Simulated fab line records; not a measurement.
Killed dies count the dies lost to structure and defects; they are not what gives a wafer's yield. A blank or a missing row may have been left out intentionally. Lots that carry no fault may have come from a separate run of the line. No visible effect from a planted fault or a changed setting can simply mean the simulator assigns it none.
fab line records / flow sfq_line
record lots=5 wafers=15 last_day=85
route steps=325 shown I0@57 M1@58
lots untouched by any fault: they come from a run of this same line in which no faults occurred
start_h: start of the lot's first displayed wafer, in hours after the record's first day / wait_h: hours elapsed since this lot's preceding step / " the same as in the row above / L1.1+2: several wafers, shown together as one row / - value missing, or start not given / * or withheld: withheld / < > ~ a bound
route shown NAME@n: names a module that has steps shown in the file, with the first one's number in the route / usual: mean and standard deviation over wafers with no fault / same: alike in all rows / chamber/n: place in a boat / sites: the reading at each site / _std_site: the standard deviation of these / _edge_site: inner sites' mean taken away from outer sites' mean / radius_mm: for every site, how far away it sits from the centre of the wafer / mask NAME#n: copy n / behind: the most recent tool/chamber to have shaped the wafer / hold: why the lot was held/for how many hours/how that ended / device: the transistor (n, p or np) that didn't switch / end of line: tests of these same wafers at the route's end / step lacking rows: just its recipe / killed: dies lost to structure and defects at the first sort, not the wafer's yield / map: dies across one wafer; x = killed, . = not, _ = none there
set.NAME: the setting that was run; set.NAME@STEP: the one run at that earlier step / model.NAME: the simulator's own value behind a step, which no gauge read
a table for each step, a row for each wafer; lots at some steps of the route
services: the hour from which a tool's chamber was out of use, counted from the record's first day as start_h (under 0 if before that day), plus the number of hours and why
## steps
# step SFQ_TRILAYER_I0_VIA_STRIP_SOLV_CLEAN_036
# recipe chemistry=NMP temp_c=70 time_s=600
# step SFQ_TRILAYER_M1_DEP_PRE_CLEAN_038
# recipe gas=Ar time_s=22.5 bias_v=250
# step SFQ_TRILAYER_M1_DEP_SPUTTER_037
# recipe material=Nb base_pressure_pa=1.33e-06 chamber_pressure_pa=0.1333 substrate_temp_c=20 resputter_cathode_voltage_v=400 target_thk_nm=200 power_w=2000 time_s=133.3
# usual throttle_valve_pct=29.9/0.8
lot.wafer=L569.1 tool=pvd_sputter-03 chamber=- start_h=435.58 wait_h=0.0 throttle_valve_pct=31.1
lot.wafer=L569.3 tool=pvd_sputter-03 chamber=- start_h=435.58 wait_h=0.0 throttle_valve_pct=29.4
lot.wafer=L569.6 tool=pvd_sputter-03 chamber=- start_h=435.58 wait_h=0.0 throttle_valve_pct=29.0
lot.wafer=L572.1 tool=pvd_sputter-03 chamber=- start_h=468.38 wait_h=0.0 throttle_valve_pct=29.8
lot.wafer=L572.3 tool=pvd_sputter-03 chamber=- start_h=468.38 wait_h=0.0 throttle_valve_pct=28.8
lot.wafer=L572.5 tool=pvd_sputter-03 chamber=- start_h=468.38 wait_h=0.0 throttle_valve_pct=31.2
lot.wafer=L578.2 tool=pvd_sputter-06 chamber=- start_h=509.28 wait_h=0.0 throttle_valve_pct=29.7
lot.wafer=L578.4 tool=pvd_sputter-06 chamber=- start_h=509.28 wait_h=0.0 throttle_valve_pct=29.5
lot.wafer=L578.5 tool=pvd_sputter-06 chamber=- start_h=509.28 wait_h=0.0 throttle_valve_pct=29.2
lot.wafer=L579.3 tool=pvd_sputter-05 chamber=- start_h=521.08 wait_h=0.0 throttle_valve_pct=29.5
lot.wafer=L579.5 tool=pvd_sputter-05 chamber=- start_h=521.08 wait_h=0.0 throttle_valve_pct=29.7
lot.wafer=L579.6 tool=pvd_sputter-05 chamber=- start_h=521.08 wait_h=0.0 throttle_valve_pct=29.8
lot.wafer=L589.1 tool=pvd_sputter-05 chamber=- start_h=630.05 wait_h=0.0 throttle_valve_pct=29.5
lot.wafer=L589.3 tool=pvd_sputter-05 chamber=- start_h=630.05 wait_h=0.0 throttle_valve_pct=29.5
lot.wafer=L589.4 tool=pvd_sputter-05 chamber=- start_h=630.05 wait_h=0.0 throttle_valve_pct=30.1
# step SFQ_M1_RS_MEAS_909
# recipe thk_meas_gauge=four-point-probe reads=Nb_of_TRILAYER_M1_DEP_SPUTTER_037
# usual M1_NB_RS=0.895/0.0094
lot.wafer=L569.1 tool=film_metro-01 chamber=- start_h=435.67 wait_h=0.0 M1_NB_RS[ohm/sq]=0.911
lot.wafer=L569.3 tool=film_metro-01 chamber=- start_h=435.67 wait_h=0.0 M1_NB_RS[ohm/sq]=0.913
lot.wafer=L569.6 tool=film_metro-01 chamber=- start_h=435.67 wait_h=0.0 M1_NB_RS[ohm/sq]=0.906
lot.wafer=L572.1 tool=film_metro-04 chamber=- start_h=468.47 wait_h=0.0 M1_NB_RS[ohm/sq]=0.876
lot.wafer=L572.3 tool=film_metro-04 chamber=- start_h=468.47 wait_h=0.0 M1_NB_RS[ohm/sq]=0.891
lot.wafer=L572.5 tool=film_metro-04 chamber=- start_h=468.47 wait_h=0.0 M1_NB_RS[ohm/sq]=0.881
lot.wafer=L578.2 tool=film_metro-03 chamber=- start_h=509.39 wait_h=0.1 M1_NB_RS[ohm/sq]=0.896
lot.wafer=L578.4 tool=film_metro-03 chamber=- start_h=509.39 wait_h=0.1 M1_NB_RS[ohm/sq]=0.888
lot.wafer=L578.5 tool=film_metro-03 chamber=- start_h=509.39 wait_h=0.1 M1_NB_RS[ohm/sq]=0.896
lot.wafer=L579.3 tool=film_metro-03 chamber=- start_h=521.21 wait_h=0.1 M1_NB_RS[ohm/sq]=0.896
lot.wafer=L579.5 tool=film_metro-03 chamber=- start_h=521.21 wait_h=0.1 M1_NB_RS[ohm/sq]=0.897
lot.wafer=L579.6 tool=film_metro-03 chamber=- start_h=521.21 wait_h=0.1 M1_NB_RS[ohm/sq]=0.894
lot.wafer=L589.1 tool=film_metro-04 chamber=- start_h=630.14 wait_h=0.0 M1_NB_RS[ohm/sq]=0.906
lot.wafer=L589.3 tool=film_metro-04 chamber=- start_h=630.14 wait_h=0.0 M1_NB_RS[ohm/sq]=0.900
lot.wafer=L589.4 tool=film_metro-04 chamber=- start_h=630.14 wait_h=0.0 M1_NB_RS[ohm/sq]=0.901
# step SFQ_TRILAYER_M1_LITHO_COAT_044
# recipe resist=BARC spin_rpm=3000 resist_thk_nm=62
# step SFQ_TRILAYER_M1_LITHO_COAT_039
# recipe resist=KrF spin_rpm=3000 resist_thk_nm=600
# step SFQ_TRILAYER_M1_LITHO_SOFTBAKE_043
# recipe temp_c=withheld time_s=withheld resist=KrF
# step SFQ_TRILAYER_M1_LITHO_EXPOSE_040
# recipe mask_id=M1 na=0.6 source_shape=conventional sigma_outer=0.65 target_cd_nm=500 dose_mj=14.4
# step SFQ_TRILAYER_M1_LITHO_PEB_042
# recipe peb_temp_c=115 peb_time_s=60 resist=KrF
# step SFQ_TRILAYER_M1_LITHO_DEVELOP_041
# recipe time_s=60 resist=KrF
# step SFQ_M1_OVL_MEAS_911
# usual M1_OVL=0/6.3
lot.wafer=L569.1 tool=overlay-02 chamber=- start_h=599.06 wait_h=0.1 M1_OVL[nm]=-1
lot.wafer=L569.3 tool=overlay-02 chamber=- start_h=599.06 wait_h=0.1 M1_OVL[nm]=-6
lot.wafer=L569.6 tool=overlay-02 chamber=- start_h=599.06 wait_h=0.1 M1_OVL[nm]=6
lot.wafer=L572.1 tool=overlay-02 chamber=- start_h=623.06 wait_h=0.1 M1_OVL[nm]=-1
lot.wafer=L572.3 tool=overlay-02 chamber=- start_h=623.06 wait_h=0.1 M1_OVL[nm]=-1
lot.wafer=L572.5 tool=overlay-02 chamber=- start_h=623.06 wait_h=0.1 M1_OVL[nm]=4
lot.wafer=L578.2 tool=overlay-01 chamber=- start_h=653.19 wait_h=0.1 M1_OVL[nm]=-5
lot.wafer=L578.4 tool=overlay-01 chamber=- start_h=653.19 wait_h=0.1 M1_OVL[nm]=-5
lot.wafer=L578.5 tool=overlay-01 chamber=- start_h=653.19 wait_h=0.1 M1_OVL[nm]=-7
lot.wafer=L579.3 tool=overlay-02 chamber=- start_h=662.59 wait_h=0.1 M1_OVL[nm]=-8
lot.wafer=L579.5 tool=overlay-02 chamber=- start_h=662.59 wait_h=0.1 M1_OVL[nm]=-3
lot.wafer=L579.6 tool=overlay-02 chamber=- start_h=662.59 wait_h=0.1 M1_OVL[nm]=1
lot.wafer=L589.1 tool=overlay-01 chamber=- start_h=752.76 wait_h=0.1 M1_OVL[nm]=-5
lot.wafer=L589.3 tool=overlay-01 chamber=- start_h=752.76 wait_h=0.1 M1_OVL[nm]=-2
lot.wafer=L589.4 tool=overlay-01 chamber=- start_h=752.76 wait_h=0.1 M1_OVL[nm]=-2
# step SFQ_TRILAYER_M1_BARC_OPEN_METAL_ETCH_054
# recipe mask_material=PR chemistry=O2 target_depth_nm=125 target=BARC icp_w=600 bias_w=80 pressure_mtorr=10 time_s=41.7
# usual drypump_motor_current_A=5.8/0.38 he_backside_leak_sccm=3.36/0.24 oes_product_au=0.685/0.0053
lot.wafer=L569.1 tool=rie_metal-03 chamber=0 start_h=599.09 wait_h=0.0 drypump_motor_current_A=5.5 he_backside_leak_sccm=3.14 oes_product_au=0.682 rf_hours_counter_h=52 model.KrF_of_TRILAYER_M1_LITHO_COAT_039.thk_nm=522.3
lot.wafer=L569.3 tool=rie_metal-03 chamber=0 start_h=599.09 wait_h=0.0 drypump_motor_current_A=5.5 he_backside_leak_sccm=3.24 oes_product_au=0.690 rf_hours_counter_h=- model.KrF_of_TRILAYER_M1_LITHO_COAT_039.thk_nm=522.1
lot.wafer=L569.6 tool=rie_metal-03 chamber=0 start_h=599.09 wait_h=0.0 drypump_motor_current_A=5.5 he_backside_leak_sccm=3.24 oes_product_au=0.680 rf_hours_counter_h=- model.KrF_of_TRILAYER_M1_LITHO_COAT_039.thk_nm=524.1
lot.wafer=L572.1 tool=rie_metal-02 chamber=0 start_h=623.09 wait_h=0.0 drypump_motor_current_A=5.6 he_backside_leak_sccm=3.20 oes_product_au=0.684 rf_hours_counter_h=22 model.KrF_of_TRILAYER_M1_LITHO_COAT_039.thk_nm=524.7
lot.wafer=L572.3 tool=rie_metal-02 chamber=0 start_h=623.09 wait_h=0.0 drypump_motor_current_A=5.6 he_backside_leak_sccm=3.14 oes_product_au=0.682 rf_hours_counter_h=- model.KrF_of_TRILAYER_M1_LITHO_COAT_039.thk_nm=523.7
lot.wafer=L572.5 tool=rie_metal-02 chamber=1 start_h=623.09 wait_h=0.0 drypump_motor_current_A=6.5 he_backside_leak_sccm=3.58 oes_product_au=0.681 rf_hours_counter_h=- model.KrF_of_TRILAYER_M1_LITHO_COAT_039.thk_nm=523.6
lot.wafer=L578.2 tool=rie_metal-04 chamber=0 start_h=653.22 wait_h=0.0 drypump_motor_current_A=5.9 he_backside_leak_sccm=3.49 oes_product_au=0.679 rf_hours_counter_h=39 model.KrF_of_TRILAYER_M1_LITHO_COAT_039.thk_nm=520.9
lot.wafer=L578.4 tool=rie_metal-04 chamber=1 start_h=653.22 wait_h=0.0 drypump_motor_current_A=5.3 he_backside_leak_sccm=3.14 oes_product_au=0.690 rf_hours_counter_h=- model.KrF_of_TRILAYER_M1_LITHO_COAT_039.thk_nm=522.8
lot.wafer=L578.5 tool=rie_metal-04 chamber=0 start_h=653.22 wait_h=0.0 drypump_motor_current_A=5.9 he_backside_leak_sccm=3.56 oes_product_au=0.676 rf_hours_counter_h=- model.KrF_of_TRILAYER_M1_LITHO_COAT_039.thk_nm=521
lot.wafer=L579.3 tool=rie_metal-02 chamber=0 start_h=662.64 wait_h=0.0 drypump_motor_current_A=5.6 he_backside_leak_sccm=3.05 oes_product_au=0.684 rf_hours_counter_h=- model.KrF_of_TRILAYER_M1_LITHO_COAT_039.thk_nm=520.5
lot.wafer=L579.5 tool=rie_metal-02 chamber=0 start_h=662.64 wait_h=0.0 drypump_motor_current_A=5.6 he_backside_leak_sccm=3.15 oes_product_au=0.683 rf_hours_counter_h=- model.KrF_of_TRILAYER_M1_LITHO_COAT_039.thk_nm=522.5
lot.wafer=L579.6 tool=rie_metal-02 chamber=1 start_h=662.64 wait_h=0.0 drypump_motor_current_A=6.5 he_backside_leak_sccm=3.63 oes_product_au=0.691 rf_hours_counter_h=- model.KrF_of_TRILAYER_M1_LITHO_COAT_039.thk_nm=531.4
lot.wafer=L589.1 tool=rie_metal-04 chamber=1 start_h=752.79 wait_h=0.0 drypump_motor_current_A=5.4 he_backside_leak_sccm=3.15 oes_product_au=0.683 rf_hours_counter_h=34 model.KrF_of_TRILAYER_M1_LITHO_COAT_039.thk_nm=526.1
lot.wafer=L589.3 tool=rie_metal-04 chamber=1 start_h=752.79 wait_h=0.0 drypump_motor_current_A=5.3 he_backside_leak_sccm=3.09 oes_product_au=0.681 rf_hours_counter_h=- model.KrF_of_TRILAYER_M1_LITHO_COAT_039.thk_nm=525.9
lot.wafer=L589.4 tool=rie_metal-04 chamber=0 start_h=752.79 wait_h=0.0 drypump_motor_current_A=5.9 he_backside_leak_sccm=3.74 oes_product_au=0.675 rf_hours_counter_h=- model.KrF_of_TRILAYER_M1_LITHO_COAT_039.thk_nm=525.9
# step SFQ_TRILAYER_M1_ETCH_METAL_ETCH_042
# recipe target=Nb stop_on=SiO2 mask_material=PR chemistry=Cl2/Ar target_depth_nm=240 icp_w=600 bias_w=80 pressure_mtorr=10 time_s=120
# usual drypump_motor_current_A=5.8/0.38 he_backside_leak_sccm=3.35/0.21 oes_product_au=0.891/0.0072
lot.wafer=L569.1 tool=rie_metal-03 chamber=0 start_h=599.15 wait_h=0.0 drypump_motor_current_A=5.6 he_backside_leak_sccm=3.39 oes_product_au=0.891 rf_hours_counter_h=52 model.KrF_of_TRILAYER_M1_LITHO_COAT_039.thk_nm=380.2
lot.wafer=L569.3 tool=rie_metal-03 chamber=0 start_h=599.15 wait_h=0.0 drypump_motor_current_A=5.6 he_backside_leak_sccm=3.27 oes_product_au=0.881 rf_hours_counter_h=- model.KrF_of_TRILAYER_M1_LITHO_COAT_039.thk_nm=379.4
lot.wafer=L569.6 tool=rie_metal-03 chamber=0 start_h=599.15 wait_h=0.0 drypump_motor_current_A=5.6 he_backside_leak_sccm=3.44 oes_product_au=0.892 rf_hours_counter_h=- model.KrF_of_TRILAYER_M1_LITHO_COAT_039.thk_nm=383.6
lot.wafer=L572.1 tool=rie_metal-02 chamber=0 start_h=623.15 wait_h=0.0 drypump_motor_current_A=5.6 he_backside_leak_sccm=3.25 oes_product_au=0.895 rf_hours_counter_h=22 model.KrF_of_TRILAYER_M1_LITHO_COAT_039.thk_nm=383.3
lot.wafer=L572.3 tool=rie_metal-02 chamber=0 start_h=623.15 wait_h=0.0 drypump_motor_current_A=5.6 he_backside_leak_sccm=3.38 oes_product_au=0.893 rf_hours_counter_h=- model.KrF_of_TRILAYER_M1_LITHO_COAT_039.thk_nm=382.6
lot.wafer=L572.5 tool=rie_metal-02 chamber=1 start_h=623.15 wait_h=0.0 drypump_motor_current_A=6.5 he_backside_leak_sccm=3.58 oes_product_au=0.896 rf_hours_counter_h=- model.KrF_of_TRILAYER_M1_LITHO_COAT_039.thk_nm=383
lot.wafer=L578.2 tool=rie_metal-04 chamber=0 start_h=653.28 wait_h=0.0 drypump_motor_current_A=5.9 he_backside_leak_sccm=3.44 oes_product_au=0.886 rf_hours_counter_h=39 model.KrF_of_TRILAYER_M1_LITHO_COAT_039.thk_nm=381
lot.wafer=L578.4 tool=rie_metal-04 chamber=1 start_h=653.28 wait_h=0.0 drypump_motor_current_A=5.4 he_backside_leak_sccm=3.39 oes_product_au=0.889 rf_hours_counter_h=- model.KrF_of_TRILAYER_M1_LITHO_COAT_039.thk_nm=382.3
lot.wafer=L578.5 tool=rie_metal-04 chamber=0 start_h=653.28 wait_h=0.0 drypump_motor_current_A=5.9 he_backside_leak_sccm=3.42 oes_product_au=0.884 rf_hours_counter_h=- model.KrF_of_TRILAYER_M1_LITHO_COAT_039.thk_nm=380.3
lot.wafer=L579.3 tool=rie_metal-02 chamber=0 start_h=662.72 wait_h=0.1 drypump_motor_current_A=5.6 he_backside_leak_sccm=3.30 oes_product_au=0.891 rf_hours_counter_h=- model.KrF_of_TRILAYER_M1_LITHO_COAT_039.thk_nm=381.3
lot.wafer=L579.5 tool=rie_metal-02 chamber=0 start_h=662.72 wait_h=0.1 drypump_motor_current_A=5.6 he_backside_leak_sccm=3.23 oes_product_au=0.888 rf_hours_counter_h=- model.KrF_of_TRILAYER_M1_LITHO_COAT_039.thk_nm=383
lot.wafer=L579.6 tool=rie_metal-02 chamber=1 start_h=662.72 wait_h=0.1 drypump_motor_current_A=6.5 he_backside_leak_sccm=3.67 oes_product_au=0.888 rf_hours_counter_h=- model.KrF_of_TRILAYER_M1_LITHO_COAT_039.thk_nm=392.1
lot.wafer=L589.1 tool=rie_metal-04 chamber=1 start_h=752.85 wait_h=0.0 drypump_motor_current_A=5.3 he_backside_leak_sccm=3.04 oes_product_au=0.883 rf_hours_counter_h=34 model.KrF_of_TRILAYER_M1_LITHO_COAT_039.thk_nm=383.7
lot.wafer=L589.3 tool=rie_metal-04 chamber=1 start_h=752.85 wait_h=0.0 drypump_motor_current_A=5.3 he_backside_leak_sccm=3.27 oes_product_au=0.885 rf_hours_counter_h=- model.KrF_of_TRILAYER_M1_LITHO_COAT_039.thk_nm=384
lot.wafer=L589.4 tool=rie_metal-04 chamber=0 start_h=752.85 wait_h=0.0 drypump_motor_current_A=5.9 he_backside_leak_sccm=3.37 oes_product_au=0.883 rf_hours_counter_h=- model.KrF_of_TRILAYER_M1_LITHO_COAT_039.thk_nm=384.7
# step SFQ_TRILAYER_M1_STRIP_STRIP_043
# recipe gas=O2 power_w=200 platen_temp_c=40 overash_fraction=0.65 chemistry=O2 pressure_mtorr=50
# usual drypump_motor_current_A=5.8/0.38 he_backside_leak_sccm=3.35/0.23 oes_product_au=0.999/0.008
lot.wafer=L569.1 tool=rie_metal-03 chamber=0 start_h=599.28 wait_h=0.1 drypump_motor_current_A=5.6 he_backside_leak_sccm=3.32 oes_product_au=1.007 rf_hours_counter_h=52
lot.wafer=L569.3 tool=rie_metal-03 chamber=0 start_h=599.28 wait_h=0.1 drypump_motor_current_A=5.6 he_backside_leak_sccm=3.33 oes_product_au=1.007 rf_hours_counter_h=-
lot.wafer=L569.6 tool=rie_metal-03 chamber=0 start_h=599.28 wait_h=0.1 drypump_motor_current_A=5.6 he_backside_leak_sccm=3.44 oes_product_au=0.998 rf_hours_counter_h=-
lot.wafer=L572.1 tool=rie_metal-02 chamber=0 start_h=623.28 wait_h=0.1 drypump_motor_current_A=5.6 he_backside_leak_sccm=3.25 oes_product_au=1.002 rf_hours_counter_h=22
lot.wafer=L572.3 tool=rie_metal-02 chamber=0 start_h=623.28 wait_h=0.1 drypump_motor_current_A=5.6 he_backside_leak_sccm=3.23 oes_product_au=1.001 rf_hours_counter_h=-
lot.wafer=L572.5 tool=rie_metal-02 chamber=1 start_h=623.28 wait_h=0.1 drypump_motor_current_A=6.5 he_backside_leak_sccm=3.61 oes_product_au=1.005 rf_hours_counter_h=-
lot.wafer=L578.2 tool=rie_metal-04 chamber=0 start_h=653.40 wait_h=0.1 drypump_motor_current_A=5.9 he_backside_leak_sccm=3.29 oes_product_au=0.988 rf_hours_counter_h=39
lot.wafer=L578.4 tool=rie_metal-04 chamber=1 start_h=653.40 wait_h=0.1 drypump_motor_current_A=5.4 he_backside_leak_sccm=3.08 oes_product_au=0.988 rf_hours_counter_h=-
lot.wafer=L578.5 tool=rie_metal-04 chamber=0 start_h=653.40 wait_h=0.1 drypump_motor_current_A=5.9 he_backside_leak_sccm=3.59 oes_product_au=0.990 rf_hours_counter_h=-
lot.wafer=L579.3 tool=rie_metal-02 chamber=0 start_h=663.00 wait_h=0.2 drypump_motor_current_A=5.6 he_backside_leak_sccm=3.03 oes_product_au=0.990 rf_hours_counter_h=-
lot.wafer=L579.5 tool=rie_metal-02 chamber=0 start_h=663.00 wait_h=0.2 drypump_motor_current_A=5.6 he_backside_leak_sccm=3.17 oes_product_au=1.003 rf_hours_counter_h=-
lot.wafer=L579.6 tool=rie_metal-02 chamber=1 start_h=663.00 wait_h=0.2 drypump_motor_current_A=6.5 he_backside_leak_sccm=3.93 oes_product_au=0.998 rf_hours_counter_h=-
lot.wafer=L589.1 tool=rie_metal-04 chamber=1 start_h=752.98 wait_h=0.1 drypump_motor_current_A=5.4 he_backside_leak_sccm=3.17 oes_product_au=0.988 rf_hours_counter_h=34
lot.wafer=L589.3 tool=rie_metal-04 chamber=1 start_h=752.98 wait_h=0.1 drypump_motor_current_A=5.4 he_backside_leak_sccm=2.95 oes_product_au=0.994 rf_hours_counter_h=-
lot.wafer=L589.4 tool=rie_metal-04 chamber=0 start_h=752.98 wait_h=0.1 drypump_motor_current_A=5.9 he_backside_leak_sccm=3.49 oes_product_au=1.001 rf_hours_counter_h=-
## services
tool=rie_metal-02 chamber=0 start_h=417.47 hours=- kind=clean
tool=rie_metal-02 chamber=0 start_h=417.47 hours=14.4 kind=scheduled_down
tool=rie_metal-02 chamber=0 start_h=417.47 hours=14.4 kind=vent_cycle
tool=pvd_sputter-06 chamber=- start_h=430.60 hours=8.9 kind=repair
tool=pvd_sputter-03 chamber=- start_h=457.10 hours=1.5 kind=repair
tool=rie_metal-04 chamber=0 start_h=457.82 hours=6.0 kind=repair
tool=rie_metal-04 chamber=1 start_h=458.97 hours=20.1 kind=repair
tool=pvd_sputter-05 chamber=- start_h=466.76 hours=2.5 kind=repair
tool=pvd_sputter-03 chamber=- start_h=472.38 hours=1.8 kind=repair
tool=pvd_sputter-05 chamber=- start_h=477.67 hours=3.8 kind=repair
tool=pvd_sputter-03 chamber=- start_h=495.54 hours=6.2 kind=repair
tool=rie_metal-04 chamber=1 start_h=522.55 hours=- kind=clean
tool=rie_metal-04 chamber=1 start_h=522.55 hours=29.5 kind=scheduled_down
tool=rie_metal-04 chamber=1 start_h=522.55 hours=29.5 kind=vent_cycle
tool=rie_metal-04 chamber=0 start_h=543.92 hours=37.1 kind=repair
tool=rie_metal-03 chamber=- start_h=544.05 hours=1.4 kind=repair
tool=pvd_sputter-03 chamber=- start_h=608.58 hours=0.5 kind=repair
tool=pvd_sputter-03 chamber=- start_h=610.44 hours=3.4 kind=repair
tool=pvd_sputter-06 chamber=- start_h=617.46 hours=5.3 kind=repair
tool=rie_metal-03 chamber=- start_h=628.69 hours=0.4 kind=repair
tool=rie_metal-03 chamber=1 start_h=659.17 hours=1.6 kind=repair
tool=rie_metal-03 chamber=0 start_h=688.31 hours=6.8 kind=repair
tool=pvd_sputter-03 chamber=- start_h=735.72 hours=18.1 kind=repair
tool=rie_metal-02 chamber=- start_h=738.85 hours=1.7 kind=repair
## key
first_sign none at tools or gauges
model_effect step=SFQ_TRILAYER_M1_BARC_OPEN_METAL_ETCH_054 value=KrF_of_TRILAYER_M1_LITHO_COAT_039.thk_nm without=523.1 struck=531.4
model_effect step=SFQ_TRILAYER_M1_ETCH_METAL_ETCH_042 value=KrF_of_TRILAYER_M1_LITHO_COAT_039.thk_nm without=383.8 struck=392.1
met_at SFQ_TRILAYER_M1_BARC_OPEN_METAL_ETCH_054
struck_wafers L579.6
onset_between 623.09 662.64
fault kind=process_parameter_drift tool=rie_metal-02 chamber=1 onset_h=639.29 steps=SFQ_TRILAYER_M1_BARC_OPEN_METAL_ETCH_054 channel=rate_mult offset=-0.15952 shape=step end_h=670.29
